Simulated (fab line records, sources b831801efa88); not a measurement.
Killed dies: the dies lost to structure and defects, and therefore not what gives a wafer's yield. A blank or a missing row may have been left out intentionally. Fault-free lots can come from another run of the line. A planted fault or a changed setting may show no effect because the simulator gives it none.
What tool caused it? :: flow sky130 :: Sampling: 6 lots, 18 wafers, 4 of 708 route steps

WHAT THE GAUGES SHOWED, per wafer
SKY_METAL5_RS_MEAS_05: the measuring method here is four-point-probe.
lot: L396
measured: day 44 11:48
on: film metro-04
METAL5_ALCU_RS (ohm/sq): 0.0264 0.0264 0.0265

lot: L398
measured: day 44 14:38
on: film metro-04
METAL5_ALCU_RS (ohm/sq): 0.0271 0.0268 0.0271

lot: L401
measured: day 44 15:48
on: film metro-04
METAL5_ALCU_RS (ohm/sq): 0.0276 0.0274 0.0274

lot: L404
measured: day 46 09:40
on: film metro-04
METAL5_ALCU_RS (ohm/sq): 0.0270 0.0271 0.0271

lot: L407
measured: day 46 12:34
on: film metro-02
METAL5_ALCU_RS (ohm/sq): 0.0270 0.0269 0.0268

lot: L410
measured: day 47 05:08
on: film metro-04
METAL5_ALCU_RS (ohm/sq): 0.0268 0.0271 0.0268

WHICH TOOL RAN EACH LOT (tool, then ch and the chambers of the sampled wafers, then the start)
lot: L396
SKY_SONOS_ONO_WET_ETCH_18: wet bench-04 ch 0, day 13 12:18
SKY_VIA4_CMP_21: cmp-02 ch 0,1,2, day 44 11:22
SKY_METAL5_SPUTTER_02: pvd sputter-02, day 44 11:40

lot: L398
SKY_SONOS_ONO_WET_ETCH_18: wet bench-04 ch 1, day 14 03:32
SKY_VIA4_CMP_21: cmp-02 ch 0,2, day 44 14:09
SKY_METAL5_SPUTTER_02: pvd sputter-02, day 44 14:30

lot: L401
SKY_SONOS_ONO_WET_ETCH_18: wet bench-02 ch 0, day 14 20:35
SKY_VIA4_CMP_21: cmp-02 ch 0,1, day 44 15:20
SKY_METAL5_SPUTTER_02: pvd sputter-01, day 44 15:41

lot: L404
SKY_SONOS_ONO_WET_ETCH_18: wet bench-02 ch 1, day 16 12:53
SKY_VIA4_CMP_21: cmp-01 ch 0,1,3, day 46 09:12
SKY_METAL5_SPUTTER_02: pvd sputter-01, day 46 09:33

lot: L407
SKY_SONOS_ONO_WET_ETCH_18: wet bench-03 ch 2, day 17 06:42
SKY_VIA4_CMP_21: cmp-01 ch 0,2,3, day 46 12:04
SKY_METAL5_SPUTTER_02: pvd sputter-02, day 46 12:25

lot: L410
SKY_SONOS_ONO_WET_ETCH_18: wet bench-02 ch 2, day 17 23:35
SKY_VIA4_CMP_21: cmp-02 ch 0,2,3, day 47 04:43
SKY_METAL5_SPUTTER_02: pvd sputter-04, day 47 05:01
- SKY_SONOS_ONO_WET_ETCH_18: etches Si3N4 in H3PO4, target depth 15 nm, time 172 s.
- SKY_VIA4_CMP_21: polishes, stops on SiO2, t overpolish 25 s, target thk 0 nm.
- SKY_METAL5_SPUTTER_02: material AlCu, target thk 1150 nm, time 61.2 s.

THE ANSWER, worked out from the rows above alone
Rule: the usual values come from the lots themselves. Put in order of their means at a reading, lots are off if they are a third of the lots or fewer, leave a main group of 4 or more, and stand apart from it by a gap of 3 or more times the standard deviation of the main group's means; of several such gaps the widest counts. If all means in a main group match to the digits the tables above print for the reading, that group is not used. Also off: a lot with no number at a reading for which 4 or more lots have one. The other lots that the step has rows for count as sound.
No lot is off at any reading shown: from this, nothing can be told.

WHAT THE SIMULATOR HAD INSERTED
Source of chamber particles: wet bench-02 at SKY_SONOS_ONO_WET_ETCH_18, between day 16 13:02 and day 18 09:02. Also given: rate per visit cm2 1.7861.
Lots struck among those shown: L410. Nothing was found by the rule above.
